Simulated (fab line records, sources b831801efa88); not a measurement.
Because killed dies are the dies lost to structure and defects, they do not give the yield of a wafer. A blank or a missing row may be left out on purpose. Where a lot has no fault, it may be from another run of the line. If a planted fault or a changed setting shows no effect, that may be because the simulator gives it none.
Matching of chambers :: flow gf180mcu :: GF_V5_CMP_04 on cmp-01 has 4 sister chambers
The step polishes SiO2. 4 wafers are shown with their chamber, then 7 later ones without.

## EACH WAFER AND ITS CHAMBER
wafer: L625.5
chamber: 2
motor current A (A): 12.5

wafer: L625.6
chamber: 3
motor current A (A): 13.4

wafer: L636.2
chamber: 0
motor current A (A): 10.9

wafer: L636.3
chamber: 1
motor current A (A): 11.9

## WAFERS WHOSE CHAMBER IS MISSING
wafer: L636.5
motor current A (A): 12.9

wafer: L642.1
motor current A (A): 12.9

wafer: L642.4
motor current A (A): 12.8

wafer: L642.6
motor current A (A): 12.2

wafer: L643.2
motor current A (A): 13.6

wafer: L643.4
motor current A (A): 11.9

wafer: L643.6
motor current A (A): 11.5

## THE CHAMBER EACH PASSED THROUGH
wafer: L636.5
from the rows above: can't be placed: 2 or 3 or 1
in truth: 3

wafer: L642.1
from the rows above: can't be placed: 2 or 3 or 1
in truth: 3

wafer: L642.4
from the rows above: can't be placed: 2 or 3 or 1
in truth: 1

wafer: L642.6
from the rows above: can't be placed: 1 or 2
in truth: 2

wafer: L643.2
from the rows above: 3
in truth: 3

wafer: L643.4
from the rows above: can't be placed: 1 or 2
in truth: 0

wafer: L643.6
from the rows above: can't be placed: 1 or 0 or 2
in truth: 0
Correct placement for 1 of the 7. Can't be placed from these rows: 6 (the true chamber is among the candidates in 5). Number placed wrongly: 0.
How it was worked out, from the rows above alone: a wafer's distance from a chamber is the root of the sum, over the readings, of the square of ((its reading less the chamber's mean) divided by the reading's scatter). If the next closest chamber is less than 2 further off than the closest, the wafer can't be placed; otherwise it belongs to the closest. The mean given for a chamber averages the wafers shown for that chamber. The scatter (one wafer shown for each chamber): square how far every hidden wafer sits from the nearest shown wafer, average those squares and take the square root.
